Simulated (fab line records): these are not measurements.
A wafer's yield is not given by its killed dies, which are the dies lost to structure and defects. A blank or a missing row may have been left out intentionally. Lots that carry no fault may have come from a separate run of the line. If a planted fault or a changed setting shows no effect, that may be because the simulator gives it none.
Chamber matching -- flow gf180mcu -- 4 sister chambers for GF_V3_ETCH_16 on rie_diel-04
The step etches BARC in N2/H2. 4 wafers are shown with their chamber, then 10 later ones without.

== EACH WAFER AND ITS CHAMBER ==
wafer,chamber,drypump_motor_current_A (A)
L084.2,0,4.8
L087.6,1,6.5
L091.1,2,6.0
L091.2,3,5.6

== WAFERS WITHOUT THEIR CHAMBER ==
wafer,drypump_motor_current_A (A)
L091.3,4.8
L092.2,6.5
L092.3,5.6
L092.6,5.9
L095.1,5.9
L095.3,6.5
L095.4,6.5
L097.2,6.5
L097.3,4.8
L097.6,6.5

== EACH ONE'S CHAMBER ==
wafer,from the rows above,in truth
L091.3,0,0
L092.2,1,1
L092.3,3,3
L092.6,2,2
L095.1,2,2
L095.3,1,1
L095.4,1,1
L097.2,1,1
L097.3,0,0
L097.6,1,1
Correctly placed: 10 of 10. Not placeable from these rows: 0. Placed wrongly: 0.
How it was worked out, from the rows above alone: a wafer's distance from a chamber is the root of the sum, over the readings, of the square of ((its reading less the chamber's mean) divided by the reading's scatter). The wafer belongs to the nearest chamber; if the next one is less than 2 further off, it can't be placed. The mean given for a chamber averages the wafers shown for that chamber. The scatter (one wafer shown for each chamber): square how far every hidden wafer sits from the nearest shown wafer, average those squares and take the square root.
